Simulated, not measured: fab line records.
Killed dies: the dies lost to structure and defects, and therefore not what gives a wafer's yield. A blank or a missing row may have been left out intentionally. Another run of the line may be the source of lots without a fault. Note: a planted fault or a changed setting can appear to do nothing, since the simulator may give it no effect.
Which tool is to blame? | flow sky130 | 12 lots, 36 wafers sampled, at 2 steps of a route of 708

WHAT THE GAUGES SHOWED, per wafer
SKY_FIELD_ISO_THK_MEAS_23. Usual: FIELD_ISO_OXIDATION_01_THK gives 9.95 nm (standard deviation 0.17).
lot  | measured    | on           | FIELD_ISO_OXIDATION_01_THK (nm) | flag
L261 | day 2 20:50 | filmMetro-02 | 9.70 9.71 9.61                  | 
L262 | day 2 23:43 | filmMetro-01 | 9.84 9.83 9.73                  | 
L264 | day 3 07:56 | filmMetro-01 | 9.76 9.80 10.10                 | 
L265 | day 3 12:51 | filmMetro-02 | 10.05 10.12 9.93                | 
L267 | day 3 22:41 | filmMetro-04 | 10.10 9.97 9.95                 | 
L270 | day 4 17:09 | filmMetro-01 | 10.49 10.28 10.37               | 
L271 | day 4 20:01 | filmMetro-02 | 10.31 10.27 10.19               | 
L276 | day 5 23:56 | filmMetro-02 | 9.74 9.78 9.93                  | 
L279 | day 6 15:25 | filmMetro-04 | 9.73 9.93 9.76                  | 
L280 | day 6 21:04 | filmMetro-04 | 9.88 9.82 9.86                  | 
L281 | day 7 03:20 | filmMetro-02 | 9.88 9.95 9.71                  | 
L282 | day 7 09:53 | filmMetro-02 | 9.71 9.69 9.78                  | 

SKY_VT_ADJUST_HVTP_OVL_MEAS_08. Usual: VT_ADJUST_HVTP_OVL gives 0.2 nm (standard deviation 1.2).
lot  | measured     | on         | VT_ADJUST_HVTP_OVL (nm) | flag
L261 | day 6 16:11  | overlay-01 | 0.4 -1.7 -1.3           | 
L262 | day 6 20:17  | overlay-01 | -1.3 -0.7 -0.6          | 
L264 | day 7 06:44  | overlay-01 | -0.8 0.0 0.2            | 
L265 | day 7 11:38  | overlay-02 | 1.7 0.9 -0.2            | 
L267 | day 7 23:08  | overlay-02 | 0.2 0.2 -0.5            | 
L270 | day 8 22:34  | overlay-02 | 0.5 -0.2 0.5            | 
L271 | day 9 05:29  | overlay-02 | -0.3 0.1 0.7            | 
L276 | day 10 14:46 | overlay-02 | 1.4 1.1 0.2             | 
L279 | day 11 08:02 | overlay-01 | 0.2 0.3 -0.5            | 
L280 | day 11 16:56 | overlay-01 | 1.6 0.7 0.7             | 
L281 | day 11 22:47 | overlay-02 | 0.6 0.2 0.2             | 
L282 | day 12 06:44 | overlay-02 | -1.7 -0.7 -1.3          | 

EACH LOT AND THE TOOL THAT RAN IT (in order: tool; ch and the chambers of the sampled wafers; start)
There is no process step in the record ahead of these readings.

AS READ BY THE TOOLS THEMSELVES (means over the sampled wafers that have a number; for cases with no such wafer, the mark the record gives instead)
The record holds no such reading with a usual standard deviation.

THE ANSWER, worked out from the rows above alone
Rule: lot off if the mean of its wafers having a number is beyond 3 standard deviations from the usual mean. A lot without any number at a reading at which 4 lots or more have one is off too. All remaining lots with rows at the step are treated as sound. First the gauges in route order, then the tools' own readings, where a lot's mean is used as printed above. At the first step where some lot is off, the reading lying furthest off is the one used; lots without a number count as furthest.
No lot is off on any of the readings shown, so nothing can be concluded from this.

WHAT THE SIMULATOR HAD INSERTED
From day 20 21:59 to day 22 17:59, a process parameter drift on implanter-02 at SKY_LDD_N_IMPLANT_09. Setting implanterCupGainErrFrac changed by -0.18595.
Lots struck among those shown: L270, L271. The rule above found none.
